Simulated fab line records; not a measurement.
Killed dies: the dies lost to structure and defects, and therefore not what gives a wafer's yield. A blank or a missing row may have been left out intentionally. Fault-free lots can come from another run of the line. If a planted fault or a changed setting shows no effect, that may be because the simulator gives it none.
fab line records    flow gf180mcu
record: lots: 11  wafers: 33  last_day: 33
route steps=602 shown V3@453 M4@471 V4@499 MIM@503
lots untouched by any fault: they come from a run of this same line in which no faults occurred
start_h: start of the lot's first displayed wafer, in hours after the record's first day    wait_h: hours since the lot's step before    " the same as in the row above    L1.1+2: a single row standing in for several wafers    - no value, or no start given    * or withheld: withheld    < > ~ a bound
route shown NAME@n: names a module that has steps shown in the file, with the first one's number in the route    usual: mean and standard deviation over wafers with no fault    same: alike in all rows    chamber/n: place in a boat    sites: the reading at each site    _std_site: the values' standard deviation    _edge_site: the outer-site mean with the inner-site mean subtracted    radius_mm: for every site, how far away it sits from the centre of the wafer    mask NAME#n: copy n    behind: the tool/chamber that last shaped the wafer    hold: why the lot went on hold/how many hours it stayed there/how the hold came to an end    device: whichever transistor did not switch (one of n, p or np)    end of line: the same wafers' tests at the end of the route    a step with no rows: only its recipe    killed: dies that structure and defects cost at the first sort, which is not the same as the wafer's yield    map: a wafer's dies, x killed, . not, _ none there
set.NAME: the setting the step ran with; set.NAME@STEP: the setting that earlier step ran with    model.NAME: the simulator's own value behind a step, which no gauge read
a sample of lots followed through the steps of the route, with each step as a table and each wafer as a row
services: the hour from which a tool's chamber was out of use, counted from the record's first day as start_h (under 0 if before that day), plus the number of hours and why
== steps ==
step: GF_V3_RS_MEAS_24
recipe: thk_meas_gauge: four-point-probe  reads: W_of_V3_CVD_23+TiN_of_V3_SPUTTER_22+Ti_of_V3_SPUTTER_21
usual: V3_W_RS: 0.331/0.0044
lot.wafer  tool           chamber  start_h  wait_h  V3_W_RS[ohm/sq]
L799.1     film_metro-02  -        518.98   0.1     0.322
L799.3     "              -        "        "       0.330
L799.5     "              -        "        "       0.324
L800.1     film_metro-03  -        525.89   0.1     0.326
L800.2     "              -        "        "       0.325
L800.4     "              -        "        "       0.328
L801.2     film_metro-02  -        531.17   0.1     0.329
L801.3     "              -        "        "       0.328
L801.5     "              -        "        "       0.332
L802.3     film_metro-03  -        539.01   0.2     0.336
L802.4     "              -        "        "       0.333
L802.6     "              -        "        "       0.334
L803.1     film_metro-01  -        550.49   0.1     0.330
L803.2     "              -        "        "       0.334
L803.6     "              -        "        "       0.335
L804.2     film_metro-03  -        556.48   0.1     0.328
L804.5     "              -        "        "       0.329
L804.6     "              -        "        "       0.328
L812.2     film_metro-01  -        624.34   0.2     0.335
L812.3     "              -        "        "       0.334
L812.6     "              -        "        "       0.332
L813.2     film_metro-02  -        632.81   0.1     0.337
L813.3     "              -        "        "       0.340
L813.5     "              -        "        "       0.336
L814.1     film_metro-02  -        639.45   0.1     0.336
L814.3     "              -        "        "       0.334
L814.6     "              -        "        "       0.329
L816.1     film_metro-01  -        653.15   0.1     0.331
L816.2     "              -        "        "       0.332
L816.4     "              -        "        "       0.332
L818.1     film_metro-02  -        663.94   0.1     0.326
L818.4     "              -        "        "       0.329
L818.5     "              -        "        "       0.330
step: GF_M4_OVL_MEAS_15
usual: M4_OVL: 0/6.2
lot.wafer  tool        chamber  start_h  wait_h  M4_OVL[nm]
L799.1     overlay-02  -        542.39   0.1     -3
L799.3     "           -        "        "       7
L799.5     "           -        "        "       7
L800.1     overlay-02  -        548.24   0.1     -7
L800.2     "           -        "        "       12
L800.4     "           -        "        "       7
L801.2     overlay-02  -        554.35   0.1     -8
L801.3     "           -        "        "       -9
L801.5     "           -        "        "       -5
L802.3     overlay-02  -        561.92   0.1     -3
L802.4     "           -        "        "       0
L802.6     "           -        "        "       -3
L803.1     overlay-02  -        573.26   0.1     7
L803.2     "           -        "        "       9
L803.6     "           -        "        "       3
L804.2     overlay-01  -        579.77   0.1     -2
L804.5     "           -        "        "       1
L804.6     "           -        "        "       3
L812.2     overlay-01  -        645.60   0.1     5
L812.3     "           -        "        "       7
L812.6     "           -        "        "       7
L813.2     overlay-01  -        653.40   0.1     -3
L813.3     "           -        "        "       9
L813.5     "           -        "        "       8
L814.1     overlay-01  -        659.39   0.1     -10
L814.3     "           -        "        "       -7
L814.6     "           -        "        "       -6
L816.1     overlay-02  -        672.89   0.1     1
L816.2     "           -        "        "       -1
L816.4     "           -        "        "       -4
L818.1     overlay-01  -        683.26   0.1     -1
L818.4     "           -        "        "       -13
L818.5     "           -        "        "       -3
step: GF_V4_CVD_23
recipe: material: W  target_thk_nm: 350  time_s: 104.9  temp_c: 400  pressure_torr: 40
usual: heater_power_w: 914/100
lot.wafer  tool      chamber  start_h  wait_h  heater_power_w
L799.1     cvd_w-02  0        567.32   0.0     796
L799.3     "         1        "        "       936
L799.5     "         0        "        "       781
L800.1     cvd_w-02  0        573.52   0.0     790
L800.2     "         0        "        "       791
L800.4     "         0        "        "       775
L801.2     cvd_w-01  0        578.59   0.1     1003
L801.3     "         0        "        "       1016
L801.5     "         0        "        "       1031
L802.3     cvd_w-02  0        585.66   0.1     776
L802.4     "         1        "        "       944
L802.6     "         0        "        "       792
L803.1     cvd_w-01  0        597.09   0.0     1040
L803.2     "         1        "        "       837
L803.6     "         0        "        "       1014
L804.2     cvd_w-01  1        603.89   0.0     828
L804.5     "         0        "        "       1012
L804.6     "         1        "        "       837
L812.2     cvd_w-01  1        667.36   0.0     825
L812.3     "         1        "        "       836
L812.6     "         0        "        "       1020
L813.2     cvd_w-01  1        674.72   0.0     829
L813.3     "         1        "        "       827
L813.5     "         1        "        "       840
L814.1     cvd_w-02  1        681.29   0.0     947
L814.3     "         1        "        "       960
L814.6     "         1        "        "       936
L816.1     cvd_w-02  0        693.90   0.0     777
L816.2     "         1        "        "       926
L816.4     "         0        "        "       786
L818.1     cvd_w-02  1        704.32   0.0     953
L818.4     "         1        "        "       942
L818.5     "         1        "        "       943
step: GF_V4_RS_MEAS_24
recipe: thk_meas_gauge: four-point-probe  reads: W_of_V4_CVD_23+TiN_of_V4_SPUTTER_22+Ti_of_V4_SPUTTER_21
usual: V4_W_RS: 0.329/0.0041
lot.wafer  tool           chamber  start_h  wait_h  V4_W_RS[ohm/sq]
L799.1     film_metro-02  -        567.43   0.1     0.330
L799.3     "              -        "        "       0.332
L799.5     "              -        "        "       0.330
L800.1     film_metro-02  -        573.75   0.2     0.329
L800.2     "              -        "        "       0.329
L800.4     "              -        "        "       0.330
L801.2     film_metro-03  -        578.79   0.2     0.327
L801.3     "              -        "        "       0.326
L801.5     "              -        "        "       0.326
L802.3     film_metro-04  -        585.78   0.1     0.331
L802.4     "              -        "        "       0.333
L802.6     "              -        "        "       0.329
L803.1     film_metro-03  -        597.20   0.1     0.328
L803.2     "              -        "        "       0.318
L803.6     "              -        "        "       0.330
L804.2     film_metro-02  -        604.02   0.1     0.327
L804.5     "              -        "        "       0.332
L804.6     "              -        "        "       0.324
L812.2     film_metro-02  -        667.49   0.1     0.383
L812.3     "              -        "        "       0.322
L812.6     "              -        "        "       0.390
L813.2     film_metro-04  -        674.85   0.1     0.389
L813.3     "              -        "        "       0.326
L813.5     "              -        "        "       0.325
L814.1     film_metro-03  -        681.40   0.1     0.333
L814.3     "              -        "        "       0.333
L814.6     "              -        "        "       0.333
L816.1     film_metro-02  -        694.02   0.1     0.329
L816.2     "              -        "        "       0.332
L816.4     "              -        "        "       0.329
L818.1     film_metro-03  -        704.43   0.1     0.334
L818.4     "              -        "        "       0.335
L818.5     "              -        "        "       0.333
step: GF_V4_THK_MEAS_25
recipe: thk_meas_gauge: xrf  reads: W_of_V4_CVD_23
usual: V4_W_THK: 341/5
lot.wafer  tool           chamber  start_h  wait_h  V4_W_THK[nm]
L799.1     film_metro-02  -        567.55   0.1     335
L799.3     "              -        "        "       335
L799.5     "              -        "        "       337
L800.1     film_metro-02  -        573.87   0.1     337
L800.2     "              -        "        "       337
L800.4     "              -        "        "       334
L801.2     film_metro-03  -        578.90   0.1     344
L801.3     "              -        "        "       346
L801.5     "              -        "        "       347
L802.3     film_metro-04  -        585.88   0.1     341
L802.4     "              -        "        "       340
L802.6     "              -        "        "       344
L803.1     film_metro-03  -        597.32   0.1     344
L803.2     "              -        "        "       356
L803.6     "              -        "        "       341
L804.2     film_metro-02  -        604.13   0.1     336
L804.5     "              -        "        "       330
L804.6     "              -        "        "       340
L812.2     film_metro-02  -        667.60   0.1     297
L812.3     "              -        "        "       352
L812.6     "              -        "        "       292
L813.2     film_metro-04  -        674.96   0.1     290
L813.3     "              -        "        "       346
L813.5     "              -        "        "       344
L814.1     film_metro-03  -        681.52   0.1     339
L814.3     "              -        "        "       338
L814.6     "              -        "        "       338
L816.1     film_metro-02  -        694.14   0.1     342
L816.2     "              -        "        "       338
L816.4     "              -        "        "       341
L818.1     film_metro-03  -        704.55   0.1     337
L818.4     "              -        "        "       335
L818.5     "              -        "        "       336
step: GF_V4_CMP_26
recipe: stop_on: SiO2  down_force_psi: 3.5  platen_rpm: 60  t_overpolish_s: 15  target_thk_nm: 0  pad_velocity_m_s: 0.94248
usual: motor_current_A: 11.6/1.2  time_to_endpoint_s: 84/3.8
lot.wafer  tool    chamber  start_h  wait_h  motor_current_A  time_to_endpoint_s
L799.1     cmp-02  0        567.66   0.1     11.9             81
L799.3     "       2        "        "       12.7             82
L799.5     "       0        "        "       11.0             79
L800.2     cmp-01  0        573.93   0.0     9.0              88
L800.1     "       1        "        "       11.7             82
L800.4     "       2        "        "       12.9             82
L801.3     cmp-01  1        579.05   0.1     11.7             84
L801.2     "       2        "        "       12.7             82
L801.5     "       0        "        "       9.1              89
L802.4     cmp-01  0        585.97   0.1     9.1              84
L802.3     "       2        "        "       12.4             83
L802.6     "       3        "        "       11.9             89
L803.2     cmp-01  0        597.48   0.1     8.8              85
L803.1     "       1        "        "       11.8             79
L803.6     "       2        "        "       12.0             79
L804.2     cmp-02  2        604.33   0.2     13.0             84
L804.6     "       3        "        "       11.5             87
L804.5     "       0        "        "       10.8             79
L812.3     cmp-01  0        667.75   0.1     8.8              86
L812.2     "       1        "        "       11.8             69
L812.6     "       2        "        "       12.4             71
L813.3     cmp-01  0        675.01   0.0     9.6              88
L813.2     "       1        "        "       11.3             70
L813.5     "       0        "        "       9.2              85
L814.3     cmp-02  1        681.58   0.0     12.2             78
L814.1     "       0        "        "       11.4             83
L814.6     "       2        "        "       13.1             89
L816.2     cmp-01  3        694.20   0.0     12.3             88
L816.4     "       0        "        "       9.0              86
L816.1     "       1        "        "       11.2             87
L818.1     cmp-02  0        704.62   0.1     11.5             83
L818.4     "       2        "        "       13.5             88
L818.5     "       0        "        "       11.7             84
step: GF_MIM_SPUTTER_00
recipe: material: Ti  target_thk_nm: 37.5  arriving_ion_energy_ev: 80  substrate_temp_c: 200  chamber_pressure_pa: 2  power_w: 4000  time_s: 150
usual: throttle_valve_pct: 30.1/1.2
lot.wafer  tool            chamber  start_h  wait_h  throttle_valve_pct
L799.1     pvd_sputter-03  -        567.91   0.2     29.0
L799.3     "               -        "        "       31.1
L799.5     "               -        "        "       32.2
L800.1     pvd_sputter-03  -        574.23   0.2     32.1
L800.2     "               -        "        "       29.1
L800.4     "               -        "        "       31.1
L801.2     pvd_sputter-03  -        579.25   0.1     31.0
L801.3     "               -        "        "       29.3
L801.5     "               -        "        "       29.1
L802.3     pvd_sputter-01  -        586.22   0.1     30.2
L802.4     "               -        "        "       30.5
L802.6     "               -        "        "       30.8
L803.1     pvd_sputter-03  -        597.68   0.1     31.0
L803.2     "               -        "        "       29.0
L803.6     "               -        "        "       29.2
L804.2     pvd_sputter-04  -        604.48   0.1     30.3
L804.5     "               -        "        "       29.3
L804.6     "               -        "        "       31.4
L812.2     pvd_sputter-01  -        667.95   0.1     30.5
L812.3     "               -        "        "       27.8
L812.6     "               -        "        "       30.9
L813.2     pvd_sputter-03  -        675.31   0.2     32.0
L813.3     "               -        "        "       31.0
L813.5     "               -        "        "       29.1
L814.1     pvd_sputter-03  -        681.88   0.1     29.3
L814.3     "               -        "        "       29.1
L814.6     "               -        "        "       30.7
L816.1     pvd_sputter-01  -        694.50   0.1     30.6
L816.2     "               -        "        "       28.0
L816.4     "               -        "        "       29.9
L818.1     pvd_sputter-01  -        704.92   0.2     30.2
L818.4     "               -        "        "       30.9
L818.5     "               -        "        "       27.8
== services ==
tool            chamber  start_h  hours  kind
cmp-02          -        545.68   3.1    repair
pvd_sputter-04  -        546.96   13.0   repair
pvd_sputter-04  -        551.38   47.9   repair
cvd_w-01        1        561.18   21.2   repair
cmp-01          -        564.18   5.1    pm
cvd_w-02        1        567.93   10.9   repair
cmp-02          -        573.54   4.0    pm
pvd_sputter-01  -        600.69   5.3    repair
pvd_sputter-04  -        603.04   1.2    repair
cmp-01          -        604.04   0.4    repair
pvd_sputter-01  -        609.77   1.6    repair
cmp-01          -        612.61   7.9    repair
cvd_w-02        0        616.79   8.8    repair
pvd_sputter-01  -        621.88   10.5   repair
pvd_sputter-03  3        625.02   -      consumable_replace:kit
pvd_sputter-03  3        625.02   18.0   scheduled_down
pvd_sputter-03  3        625.02   18.0   vent_cycle
cvd_w-01        1        627.26   5.3    repair
cvd_w-01        1        642.02   5.5    repair
cmp-02          -        648.36   4.4    pm
cmp-02          -        656.16   0.4    repair
cmp-01          -        680.76   0.9    repair
pvd_sputter-04  -        685.41   2.9    repair
pvd_sputter-03  2        686.30   -      consumable_replace:kit
== key ==
first_sign: step: GF_V4_RS_MEAS_24  reading: V4_W_RS  direction: up  sigmas: 14  usual: 0.329  struck: 0.387
effect: step: GF_V4_THK_MEAS_25  reading: V4_W_THK  direction: down  sigmas: 9.6  usual: 341  struck: 293
effect: step: GF_V4_CMP_26  reading: time_to_endpoint_s  direction: down  sigmas: 3.6  usual: *  struck: *
met_at GF_V4_CVD_23
struck_lots L812,L813
struck_wafers L812.2,L812.6,L813.2
not_acting_at GF_V3_RS_MEAS_24,GF_M4_OVL_MEAS_15,GF_MIM_SPUTTER_00
onset_between 603.89 667.36
fault: kind: process_parameter_drift  tool: cvd_w-01  chamber: -  onset_h: 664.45  steps: GF_V4_CVD_23  channel: target_thk_nm  offset: -54.794  shape: step  end_h: 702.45  scope: struck_wafers_only  acts_in: these_recipes_only  stated: 350
